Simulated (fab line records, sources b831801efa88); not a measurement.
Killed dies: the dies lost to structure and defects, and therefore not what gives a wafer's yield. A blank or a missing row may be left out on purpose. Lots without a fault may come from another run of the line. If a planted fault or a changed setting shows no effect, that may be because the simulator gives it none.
fab line records + flow sky130
record
- lots=6
- wafers=18
- lastDay=50
route steps=708 shown POLY_GATE@220 PAD_OPEN@708
lots untouched by any fault: they come from a run of this same line in which no faults occurred
startH: start of the lot's first displayed wafer, in hours after the record's first day + waitH: hours elapsed since this lot's preceding step + " repeats the value in the row above + L1.1+2: a row that stands for several wafers + - no value, or no start was given + * or withheld: withheld + < > ~ a bound
route shown NAME@n: names a module that has steps shown in the file, with the first one's number in the route + usual: mean/standard deviation taken from wafers without a fault + same: alike in all rows + chamber/n: place in a boat + sites: readings site by site + _std_site: standard deviation of those values + _edge_site: mean of outer sites minus mean of inner sites + radiusMm: how far each site lies from the wafer's centre + mask NAME#n: copy n + behind: tool/chamber where the wafer was last shaped + hold: why the lot was held/for how many hours/how that ended + device: transistor that didn't switch, given as n, p or np + end of line: the tests these same wafers got at the end of their route + where a step has no rows: the recipe by itself + killed: count of dies lost to structure and defects at first sort (not the wafer's yield) + map: a wafer's dies, x killed, . not, _ none there
set.NAME: the setting the step ran with; set.NAME@STEP: the setting that earlier step ran with + model.NAME: the simulator's own value behind a step, which no gauge read
lots at selected steps of the route; one table per step, one row per wafer
services: a tool's chamber out of use, with start hour (startH, from the record's first day; less than 0 if before it), hours out, and reason
## steps
# step SKY_POLY_GATE_HMDS_06
# recipe
- primeTimeS=60
- primeTempC=120
# step SKY_POLY_GATE_COAT_07
# recipe
- resist=BARC
- tempC=withheld
- timeS=withheld
- spinRpm=3000
- resistThkNm=110
# step SKY_POLY_GATE_COAT_08
# recipe
- resist=KrF-thick
- spinRpm=3000
- resistThkNm=450
# step SKY_POLY_GATE_SOFTBAKE_09
# recipe
- tempC=100
- timeS=90
- resist=KrF-thick
# step SKY_POLY_GATE_EXPOSE_10
# recipe
- maskId=P1M
- na=0.68
- sourceShape=conventional
- sigmaOuter=0.6
- targetCdNm=150
- doseMj=28
# step SKY_POLY_GATE_PEB_11
# recipe
- pebTempC=withheld
- pebTimeS=withheld
- resist=KrF-thick
# step SKY_POLY_GATE_DEVELOP_12
# recipe
- developTimeS=60
- resist=KrF-thick
- devTempC=21
# step SKY_POLY_GATE_CD_MEAS_13
# recipe
- targetCdNm=150
# usual
- cdNm=150.3/1.5
| lot.wafer | tool     | chamber | startH | waitH | cdNm  |
|-----------|----------|---------|--------|-------|-------|
| L530.1    | cdSem-01 | -       | 383.16 | -     | 151.0 |
| L530.4    | "        | -       | "      | "     | 149.0 |
| L530.5    | "        | -       | "      | "     | 149.3 |
| L532.1    | cdSem-02 | -       | 402.23 | -     | 148.9 |
| L532.3    | "        | -       | "      | "     | 148.3 |
| L532.6    | "        | -       | "      | "     | 147.5 |
| L534.1    | cdSem-01 | -       | 417.08 | -     | 153.2 |
| L534.2    | "        | -       | "      | "     | 151.4 |
| L534.3    | "        | -       | "      | "     | 151.7 |
| L535.1    | cdSem-01 | -       | 426.86 | -     | 148.1 |
| L535.4    | "        | -       | "      | "     | 148.7 |
| L535.5    | "        | -       | "      | "     | 149.6 |
| L543.1    | cdSem-01 | -       | 494.62 | -     | 152.3 |
| L543.5    | "        | -       | "      | "     | 151.4 |
| L543.6    | "        | -       | "      | "     | 151.7 |
| L549.1    | cdSem-01 | -       | 545.83 | -     | 152.6 |
| L549.2    | "        | -       | "      | "     | 151.5 |
| L549.3    | "        | -       | "      | "     | 152.0 |
# step SKY_POLY_GATE_OVL_MEAS_14
# usual
- POLY_GATE_OVL=-2/4.7
| lot.wafer | tool       | chamber | startH | waitH | POLY_GATE_OVL[nm] |
|-----------|------------|---------|--------|-------|-------------------|
| L530.1    | overlay-01 | -       | 383.28 | 0.1   | -2                |
| L530.4    | "          | -       | "      | "     | 0                 |
| L530.5    | "          | -       | "      | "     | -3                |
| L532.1    | overlay-01 | -       | 402.35 | 0.1   | 3                 |
| L532.3    | "          | -       | "      | "     | -4                |
| L532.6    | "          | -       | "      | "     | 0                 |
| L534.1    | overlay-02 | -       | 417.20 | 0.1   | 8                 |
| L534.2    | "          | -       | "      | "     | 5                 |
| L534.3    | "          | -       | "      | "     | -4                |
| L535.1    | overlay-01 | -       | 426.98 | 0.1   | 2                 |
| L535.4    | "          | -       | "      | "     | -1                |
| L535.5    | "          | -       | "      | "     | -1                |
| L543.1    | overlay-02 | -       | 494.74 | 0.1   | 2                 |
| L543.5    | "          | -       | "      | "     | 1                 |
| L543.6    | "          | -       | "      | "     | -3                |
| L549.1    | overlay-02 | -       | 545.95 | 0.1   | -8                |
| L549.2    | "          | -       | "      | "     | -2                |
| L549.3    | "          | -       | "      | "     | -6                |
# step SKY_POLY_GATE_ETCH_15
# recipe
- chemistry=N2/H2
- target=BARC
- ionEnergyEv=200
- sourceW=500
- biasW=100
- pressureMtorr=30
- n2FlowSccm=100
- h2FlowSccm=200
- stopOn=SiO2
- timeS=118.5
- targetDepthA=1100
# usual
- drypumpMotorCurrentA=5.8/0.57
- h2FlowSccm=200.0/0.63
- oesProductAu=0.717/0.0048
- throttleValvePct=13.213/0.0093
| lot.wafer | tool       | chamber | startH | waitH | drypumpMotorCurrentA | h2FlowSccm | oesProductAu | rfHoursCounterH | throttleValvePct |
|-----------|------------|---------|--------|-------|----------------------|------------|--------------|-----------------|------------------|
| L530.1    | rieDiel-03 | 1       | 383.31 | 0.0   | 6.5                  | 199.0      | 0.716        | 108             | 13.231           |
| L530.4    | "          | 0       | "      | "     | 5.3                  | 198.9      | 0.717        | 3               | 13.202           |
| L530.5    | "          | 1       | "      | "     | 6.5                  | 199.2      | 0.717        | -               | 13.219           |
| L532.1    | rieDiel-02 | 2       | 402.39 | 0.0   | 5.9                  | 200.5      | 0.716        | 34              | 13.216           |
| L532.3    | "          | 1       | "      | "     | 4.9                  | 200.3      | 0.715        | 60              | 13.223           |
| L532.6    | "          | 1       | "      | "     | 4.9                  | 200.5      | 0.719        | -               | 13.211           |
| L534.1    | rieDiel-03 | 2       | 417.24 | 0.0   | 6.7                  | 199.4      | 0.715        | 12              | 13.204           |
| L534.2    | "          | 3       | "      | "     | 5.2                  | 199.7      | 0.718        | 2               | 13.208           |
| L534.3    | "          | 0       | "      | "     | 5.3                  | 200.8      | 0.719        | 4               | 13.211           |
| L535.1    | rieDiel-03 | 2       | 427.01 | 0.0   | 6.7                  | 200.9      | 0.719        | 12              | 13.212           |
| L535.4    | "          | 1       | "      | "     | 6.5                  | 201.1      | 0.717        | 0               | 13.215           |
| L535.5    | "          | 2       | "      | "     | 6.7                  | 201.0      | 0.720        | -               | 13.191           |
| L543.1    | rieDiel-03 | 3       | 494.77 | 0.0   | 5.2                  | 199.7      | 0.723        | 3               | 13.224           |
| L543.5    | "          | 0       | "      | "     | 5.2                  | 199.1      | 0.714        | -               | 13.217           |
| L543.6    | "          | 3       | "      | "     | 5.2                  | 200.1      | 0.718        | -               | 13.229           |
| L549.1    | rieDiel-01 | 1       | 545.99 | 0.0   | 5.7                  | 200.6      | 0.719        | 3               | 13.238           |
| L549.2    | "          | 0       | "      | "     | 6.4                  | 200.1      | 0.724        | 8               | 13.210           |
| L549.3    | "          | 3       | "      | "     | 5.4                  | 200.2      | 0.719        | 5               | 13.205           |
# step SKY_POLY_GATE_ETCH_16
# recipe
- stopOn=poly-Si
- chemistry=CH3F/O2
- target=Si3N4
- sourceW=400
- biasW=80
- pressureMtorr=25
- ch3fFlowSccm=40
- O2_flow_sccm=30
- timeS=147.5
- targetDepthA=750
# usual
- drypumpMotorCurrentA=5.8/0.56
- oesProductAu=0.639/0.0053
- throttleValvePct=10.535/0.0093
| lot.wafer | tool       | chamber | startH | waitH | drypumpMotorCurrentA | oesProductAu | rfHoursCounterH | throttleValvePct |
|-----------|------------|---------|--------|-------|----------------------|--------------|-----------------|------------------|
| L530.1    | rieDiel-03 | 1       | 383.40 | 0.0   | 6.5                  | 0.644        | 108             | 10.544           |
| L530.4    | "          | 0       | "      | "     | 5.2                  | 0.648        | 3               | 10.534           |
| L530.5    | "          | 1       | "      | "     | 6.5                  | 0.640        | -               | 10.519           |
| L532.1    | rieDiel-02 | 2       | 402.47 | 0.0   | 5.9                  | 0.635        | 34              | 10.539           |
| L532.3    | "          | 1       | "      | "     | 4.9                  | 0.634        | 60              | 10.537           |
| L532.6    | "          | 1       | "      | "     | 4.9                  | 0.639        | -               | 10.532           |
| L534.1    | rieDiel-03 | 2       | 417.32 | 0.0   | 6.7                  | 0.636        | 12              | 10.519           |
| L534.2    | "          | 3       | "      | "     | 5.2                  | 0.640        | 2               | 10.524           |
| L534.3    | "          | 0       | "      | "     | 5.3                  | 0.644        | 4               | 10.540           |
| L535.1    | rieDiel-03 | 2       | 427.10 | 0.0   | 6.7                  | 0.630        | 13              | 10.537           |
| L535.4    | "          | 1       | "      | "     | 6.5                  | 0.632        | 0               | 10.530           |
| L535.5    | "          | 2       | "      | "     | 6.7                  | 0.632        | -               | 10.545           |
| L543.1    | rieDiel-03 | 3       | 494.85 | 0.0   | 5.2                  | 0.636        | 4               | 10.533           |
| L543.5    | "          | 0       | "      | "     | 5.3                  | 0.646        | -               | 10.548           |
| L543.6    | "          | 3       | "      | "     | 5.2                  | 0.641        | -               | 10.535           |
| L549.1    | rieDiel-01 | 1       | 546.07 | 0.0   | 5.7                  | 0.648        | 3               | 10.532           |
| L549.2    | "          | 0       | "      | "     | 6.4                  | 0.653        | 8               | 10.535           |
| L549.3    | "          | 3       | "      | "     | 5.4                  | 0.657        | 5               | 10.536           |
# step SKY_POLY_GATE_ETCH_17
# recipe
- targetDepthNm=180
- stopOn=SiO2
- overEtchFrac=0.56667
- chemistry=HBr/Cl2
- target=poly-Si
- icpW=400
- biasW=100
- pressureMtorr=10
- HBr_flow_sccm=150
- Cl2_flow_sccm=50
- timeS=70.5
# usual
- drypumpMotorCurrentA=5.8/0.37
- heBacksideLeakSccm=2.68/0.16
- oesProductAu=0.984/0.0072
- throttleValvePct=33.684/0.0085
# same
- overEtchFrac=0.56667
| lot.wafer | tool     | chamber | startH | waitH | drypumpMotorCurrentA | heBacksideLeakSccm | oesProductAu | rfHoursCounterH | throttleValvePct |
|-----------|----------|---------|--------|-------|----------------------|--------------------|--------------|-----------------|------------------|
| L530.1    | rieSi-01 | 2       | 383.49 | 0.0   | 5.6                  | 2.82               | 0.974        | 63              | 33.670           |
| L530.4    | "        | 0       | "      | "     | 6.0                  | 2.44               | 0.979        | 0               | 33.683           |
| L530.5    | "        | 3       | "      | "     | 6.0                  | 2.56               | 0.986        | -               | 33.694           |
| L532.1    | rieSi-01 | 0       | 402.57 | 0.0   | 6.1                  | 2.49               | 0.981        | 1               | 33.682           |
| L532.3    | "        | 3       | "      | "     | 6.1                  | 2.48               | 0.986        | 2               | 33.686           |
| L532.6    | "        | 1       | "      | "     | 5.9                  | 2.73               | 0.993        | -               | 33.697           |
| L534.1    | rieSi-01 | 3       | 417.42 | 0.0   | 6.0                  | 2.60               | 0.989        | 2               | 33.699           |
| L534.2    | "        | 2       | "      | "     | 5.6                  | 2.89               | 0.987        | 64              | 33.677           |
| L534.3    | "        | 1       | "      | "     | 5.9                  | 2.83               | 0.990        | 1               | 33.680           |
| L535.1    | rieSi-02 | 1       | 427.19 | 0.0   | 6.3                  | 2.53               | 0.985        | 2               | 33.683           |
| L535.4    | "        | 0       | "      | "     | 6.0                  | 2.96               | 0.989        | 6               | 33.680           |
| L535.5    | "        | 0       | "      | "     | 6.0                  | 2.78               | 0.990        | -               | 33.672           |
| L543.1    | rieSi-01 | 1       | 494.95 | 0.0   | 5.9                  | 2.64               | 0.988        | 2               | 33.705           |
| L543.5    | "        | 0       | "      | "     | 6.1                  | 2.52               | 0.982        | -               | 33.680           |
| L543.6    | "        | 3       | "      | "     | 6.1                  | 2.68               | 0.983        | -               | 33.674           |
| L549.1    | rieSi-02 | 0       | 546.17 | 0.0   | 6.0                  | 2.43               | 0.985        | 6               | 33.680           |
| L549.2    | "        | 2       | "      | "     | 5.4                  | 2.70               | 0.989        | 1               | 33.687           |
| L549.3    | "        | 3       | "      | "     | 5.0                  | 2.73               | 0.987        | 3               | 33.696           |
# step SKY_POLY_GATE_STRIP_18
# recipe
- chemistry=O2/N2
- powerW=1400
- pressureMtorr=1500
- platenTempC=withheld
- o2FlowSccm=3000
- n2FlowSccm=300
- overashFraction=0.5
# usual
- drypumpMotorCurrentA=5.7/0.39
- n2FlowSccm=299.9/0.84
- oesProductAu=0.361/0.0047
- stripTimeToEndpointS=3.177/0.029
| lot.wafer | tool           | chamber | startH | waitH | drypumpMotorCurrentA | n2FlowSccm | oesProductAu | rfHoursCounterH | stripTimeToEndpointS |
|-----------|----------------|---------|--------|-------|----------------------|------------|--------------|-----------------|----------------------|
| L530.1    | plasmaAsher-02 | 0       | 383.55 | 0.0   | 6.1                  | 299.6      | 0.363        | 27              | 3.192                |
| L530.4    | "              | 0       | "      | "     | 6.0                  | 300.0      | 0.361        | -               | 3.230                |
| L530.5    | "              | 0       | "      | "     | 6.0                  | 299.2      | 0.361        | -               | 3.181                |
| L532.1    | plasmaAsher-03 | 0       | 402.62 | 0.0   | 5.4                  | 300.6      | 0.356        | 60              | 3.184                |
| L532.3    | "              | 0       | "      | "     | 5.4                  | 298.9      | 0.355        | -               | 3.138                |
| L532.6    | "              | 1       | "      | "     | 5.9                  | 299.7      | 0.358        | -               | 3.155                |
| L534.1    | plasmaAsher-03 | 0       | 417.47 | 0.0   | 5.5                  | 301.4      | 0.357        | 61              | 3.194                |
| L534.2    | "              | 1       | "      | "     | 6.0                  | 239.5      | 0.355        | 61              | 3.180                |
| L534.3    | "              | 0       | "      | "     | 5.5                  | 300.4      | 0.366        | -               | 3.184                |
| L535.1    | plasmaAsher-03 | 0       | 427.25 | 0.0   | 5.4                  | 299.7      | 0.356        | 63              | 3.202                |
| L535.4    | "              | 1       | "      | "     | 6.0                  | 240.1      | 0.363        | -               | 3.247                |
| L535.5    | "              | 0       | "      | "     | 5.4                  | 300.4      | 0.357        | -               | 3.201                |
| L543.1    | plasmaAsher-02 | 1       | 495.01 | 0.0   | 4.9                  | 300.5      | 0.365        | 36              | 3.181                |
| L543.5    | "              | 0       | "      | "     | 6.0                  | 299.7      | 0.358        | -               | 3.213                |
| L543.6    | "              | 1       | "      | "     | 5.0                  | 299.5      | 0.362        | -               | 3.193                |
| L549.1    | plasmaAsher-01 | 0       | 546.22 | 0.0   | 5.5                  | 299.3      | 0.364        | 11              | 3.200                |
| L549.2    | "              | 1       | "      | "     | 6.1                  | 302.1      | 0.358        | 11              | 3.165                |
| L549.3    | "              | 0       | "      | "     | 5.5                  | 300.5      | 0.356        | -               | 3.176                |
# step SKY_POLY_GATE_CLEAN_19
# recipe
- chemistry=SC1/SC2
- mix=1:4:20
- tempC=70
- timeS=150
- dry=n2Spin
# step SKY_PAD_OPEN_PROBE_99
# usual
- killed_at_M0_to_M3=44/6.9
- killed_at_M4_up=3.1/1.7
- killedAtContacts=25/5.6
- killedAtFrontEnd=14/4.3
- killedAtOther=0.3/0.51
- killedDies=86/9.8
- killedOpen=47/6.5
- killedShort=39/6.6
# same
- grossDies=492
- killedAtBackSide=0
| lot.wafer | tool      | chamber | startH  | waitH | killed_at_M0_to_M3 | killed_at_M4_up | killedAtContacts | killedAtFrontEnd | killedAtOther | killedDies | killedOpen | killedShort |
|-----------|-----------|---------|---------|-------|--------------------|-----------------|------------------|------------------|---------------|------------|------------|-------------|
| L530.1    | prober-02 | -       | 1092.53 | 0.1   | 42                 | 3               | 27               | 16               | 0             | 88         | 52         | 36          |
| L530.4    | prober-02 | -       | 1092.68 | 0.2   | 47                 | 1               | 29               | 11               | 0             | 88         | 51         | 37          |
| L530.5    | prober-02 | -       | 1092.73 | 0.2   | 38                 | 2               | 17               | 16               | 0             | 73         | 45         | 28          |
| L532.1    | prober-02 | -       | 1112.48 | 0.1   | 43                 | 2               | 25               | 13               | 2             | 85         | 49         | 36          |
| L532.3    | prober-02 | -       | 1112.58 | 0.2   | 31                 | 4               | 22               | 13               | 0             | 70         | 35         | 35          |
| L532.6    | prober-02 | -       | 1112.73 | 0.2   | 37                 | 3               | 29               | 20               | 0             | 89         | 44         | 45          |
| L534.1    | prober-01 | -       | 1116.51 | 0.1   | 52                 | 4               | 28               | 19               | 0             | 103        | 61         | 42          |
| L534.2    | prober-01 | -       | 1116.56 | 0.1   | 64                 | 1               | 26               | 17               | 0             | 108        | 67         | 41          |
| L534.3    | prober-01 | -       | 1116.61 | 0.2   | 45                 | 2               | 23               | 12               | 0             | 82         | 45         | 37          |
| L535.1    | prober-01 | -       | 1125.07 | 0.1   | 38                 | 1               | 16               | 18               | 0             | 73         | 41         | 32          |
| L535.4    | prober-01 | -       | 1125.22 | 0.2   | 46                 | 3               | 29               | 10               | 2             | 90         | 49         | 41          |
| L535.5    | prober-01 | -       | 1125.27 | 0.2   | 55                 | 3               | 23               | 7                | 1             | 89         | 55         | 34          |
| L543.1    | prober-02 | -       | 1166.47 | 0.1   | 50                 | 2               | 30               | 14               | 1             | 97         | 51         | 46          |
| L543.5    | prober-02 | -       | 1166.67 | 0.2   | 43                 | 5               | 22               | 6                | 1             | 77         | 38         | 39          |
| L543.6    | prober-02 | -       | 1166.72 | 0.2   | 44                 | 3               | 28               | 10               | 1             | 86         | 52         | 34          |
| L549.1    | prober-02 | -       | 1195.27 | 0.1   | 51                 | 2               | 14               | 12               | 0             | 79         | 44         | 35          |
| L549.2    | prober-02 | -       | 1195.32 | 0.1   | 39                 | 3               | 30               | 15               | 0             | 87         | 50         | 37          |
| L549.3    | prober-02 | -       | 1195.37 | 0.2   | 38                 | 1               | 26               | 26               | 0             | 91         | 49         | 42          |
# killed by level:class
L530.1 LI_CONTACT:geometricParticle:open=9 VIA1:geometricParticle:open=9 FIELD_ISO:geometricParticle:open=7 CONTACT:geometricParticle:open=6 VIA2:geometricParticle:open=6 VIA3:geometricParticle:open=6 VIA3:geometricParticle:short=6 CONTACT:geometricParticle:short=5
L530.4 LI_CONTACT:geometricParticle:open=11 CONTACT:geometricParticle:open=9 VIA1:geometricParticle:open=8 METAL1:geometricParticle:short=8 VIA3:geometricParticle:open=8 VIA1:geometricParticle:short=6 CONTACT:geometricParticle:short=5 METAL2:geometricParticle:short=4
L530.5 VIA1:geometricParticle:open=11 LI_CONTACT:geometricParticle:open=8 FIELD_ISO:geometricParticle:open=6 METAL1:geometricParticle:short=5 VIA2:geometricParticle:open=5 VIA3:geometricParticle:open=5 CONTACT:geometricParticle:open=4 POLY_GATE:geometricParticle:open=4
L532.1 CONTACT:geometricParticle:open=10 VIA3:geometricParticle:open=10 VIA1:geometricParticle:open=7 LI_CONTACT:geometricParticle:open=6 VIA1:geometricParticle:short=6 METAL3:geometricParticle:short=5 FIELD_ISO:geometricParticle:short=4 METAL1:geometricParticle:short=4
L532.3 CONTACT:geometricParticle:open=8 LI_CONTACT:geometricParticle:open=8 VIA1:geometricParticle:open=6 CONTACT:geometricParticle:short=5 METAL2:geometricParticle:short=5 POLY_GATE:geometricParticle:short=4 METAL1:geometricParticle:short=4 VIA2:geometricParticle:open=4
L532.6 FIELD_ISO:geometricParticle:open=12 LI_CONTACT:geometricParticle:open=8 CONTACT:geometricParticle:short=8 METAL2:geometricParticle:short=8 LOCAL_INTERCONNECT:geometricParticle:short=6 CONTACT:geometricParticle:open=6 VIA1:geometricParticle:short=6 FIELD_ISO:geometricParticle:short=5
L534.1 VIA1:geometricParticle:open=19 VIA2:geometricParticle:open=9 CONTACT:geometricParticle:open=8 LI_CONTACT:geometricParticle:open=8 CONTACT:geometricParticle:short=7 POLY_GATE:geometricParticle:open=6 METAL2:geometricParticle:short=6 METAL1:geometricParticle:short=5
L534.2 VIA1:geometricParticle:open=15 VIA3:geometricParticle:open=13 CONTACT:geometricParticle:open=9 VIA1:geometricParticle:short=8 VIA2:geometricParticle:open=8 LI_CONTACT:geometricParticle:open=7 METAL2:geometricParticle:short=7 FIELD_ISO:geometricParticle:open=6
L534.3 CONTACT:geometricParticle:open=9 VIA2:geometricParticle:open=9 VIA1:geometricParticle:open=9 FIELD_ISO:geometricParticle:short=6 METAL2:geometricParticle:short=6 VIA3:geometricParticle:open=6 LOCAL_INTERCONNECT:geometricParticle:short=5 CONTACT:geometricParticle:short=5
L535.1 VIA2:geometricParticle:open=10 VIA1:geometricParticle:open=7 CONTACT:geometricParticle:open=6 LOCAL_INTERCONNECT:geometricParticle:short=5 METAL2:geometricParticle:short=5 FIELD_ISO:geometricParticle:open=4 FIELD_ISO:geometricParticle:short=4 POLY_GATE:geometricParticle:short=4
L535.4 LI_CONTACT:geometricParticle:open=11 VIA1:geometricParticle:open=11 CONTACT:geometricParticle:open=7 VIA2:geometricParticle:open=6 METAL2:geometricParticle:short=5 LOCAL_INTERCONNECT:geometricParticle:short=4 VIA1:geometricParticle:short=4 VIA2:geometricParticle:short=4
L535.5 VIA1:geometricParticle:open=11 VIA2:geometricParticle:open=8 VIA3:geometricParticle:open=8 LI_CONTACT:geometricParticle:open=7 METAL2:geometricParticle:short=6 VIA1:geometricParticle:short=6 CONTACT:geometricParticle:open=6 METAL1:geometricParticle:short=5
L543.1 LI_CONTACT:geometricParticle:open=10 VIA3:geometricParticle:open=10 VIA1:geometricParticle:open=8 CONTACT:geometricParticle:open=7 METAL2:geometricParticle:short=6 LOCAL_INTERCONNECT:geometricParticle:short=5 CONTACT:geometricParticle:short=5 METAL1:geometricParticle:short=5
L543.5 CONTACT:geometricParticle:open=8 VIA1:geometricParticle:open=7 VIA3:geometricParticle:short=7 CONTACT:geometricParticle:short=6 VIA1:geometricParticle:short=6 VIA3:geometricParticle:open=6 METAL1:geometricParticle:short=5 VIA2:geometricParticle:open=5
L543.6 CONTACT:geometricParticle:open=15 VIA1:geometricParticle:open=13 LI_CONTACT:geometricParticle:open=7 VIA2:geometricParticle:open=7 VIA2:geometricParticle:short=5 VIA1:geometricParticle:short=4 POLY_GATE:geometricParticle:short=3 CONTACT:geometricParticle:short=3
L549.1 VIA1:geometricParticle:open=11 VIA1:geometricParticle:short=10 VIA3:geometricParticle:open=9 VIA2:geometricParticle:open=7 CONTACT:geometricParticle:open=6 METAL1:geometricParticle:short=5 POLY_GATE:geometricParticle:open=4 FIELD_ISO:geometricParticle:short=3
L549.2 VIA1:geometricParticle:open=13 CONTACT:geometricParticle:open=9 LOCAL_INTERCONNECT:geometricParticle:short=9 LI_CONTACT:geometricParticle:open=6 FIELD_ISO:geometricParticle:short=5 VIA3:geometricParticle:open=5 FIELD_ISO:geometricParticle:open=4 POLY_GATE:geometricParticle:short=4
L549.3 VIA1:geometricParticle:open=11 FIELD_ISO:geometricParticle:open=8 CONTACT:geometricParticle:open=8 FIELD_ISO:geometricParticle:short=6 CONTACT:geometricParticle:short=6 METAL1:geometricParticle:short=6 LI_CONTACT:geometricParticle:open=5 METAL2:geometricParticle:short=5
## services
| tool           | chamber | startH | hours | kind          |
|----------------|---------|--------|-------|---------------|
| rieDiel-02     | 0       | 359.53 | 9.0   | repair        |
| rieDiel-03     | 1       | 393.82 | 9.3   | repair        |
| rieDiel-03     | 1       | 403.14 | -     | clean         |
| rieDiel-03     | 1       | 403.14 | 18.0  | scheduledDown |
| rieDiel-03     | 1       | 403.14 | 18.0  | ventCycle     |
| rieDiel-01     | -       | 409.39 | 0.5   | repair        |
| plasmaAsher-02 | -       | 410.74 | 14.6  | pm            |
| plasmaAsher-01 | -       | 421.25 | 9.0   | pm            |
| rieDiel-01     | 2       | 431.79 | 2.5   | repair        |
| plasmaAsher-02 | -       | 433.39 | 2.1   | repair        |
| plasmaAsher-02 | -       | 436.63 | 2.0   | repair        |
| rieDiel-01     | 3       | 437.32 | 3.1   | repair        |
| rieSi-01       | 0       | 441.52 | 5.5   | repair        |
| rieDiel-01     | -       | 453.17 | 0.2   | repair        |
| rieDiel-03     | 3       | 458.60 | 1.3   | repair        |
| rieSi-01       | 2       | 462.16 | -     | clean         |
| rieDiel-03     | -       | 469.85 | 0.1   | repair        |
| rieDiel-02     | 1       | 493.51 | 1.4   | repair        |
| plasmaAsher-01 | -       | 502.42 | 0.4   | repair        |
| plasmaAsher-01 | -       | 502.81 | 2.8   | pm            |
| rieDiel-03     | 1       | 504.86 | 14.1  | repair        |
| rieDiel-03     | 2       | 509.66 | 6.0   | repair        |
| rieDiel-01     | -       | 515.26 | 0.2   | repair        |
| plasmaAsher-03 | -       | 524.78 | 6.5   | repair        |
## key
firstSign
- step=SKY_POLY_GATE_STRIP_18
- reading=n2FlowSccm
- direction=down
- sigmas=72
- usual=299.9
- struck=239.8
effect none on later readings
metAt SKY_POLY_GATE_STRIP_18
struckWafers L534.2,L535.4
testerLeftOut L534,L535
onsetBetween 402.62 417.47
fault
- kind=processParameterDrift
- tool=plasmaAsher-03
- chamber=1
- onsetH=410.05
- steps=SKY_POLY_GATE_STRIP_18
- channel=n2FlowSccm
- offset=-60
- shape=step
- endH=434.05
- actsIn=theseRecipesOnly
- stated=300
# testerLeftOut: of these lots the tester's yield and bins aren't shown, on N5 and GAA mostly nor the transistor test; their killed dies are dies lost to structure and defects alone, not to doping, threshold or leakage, so they don't give the yield
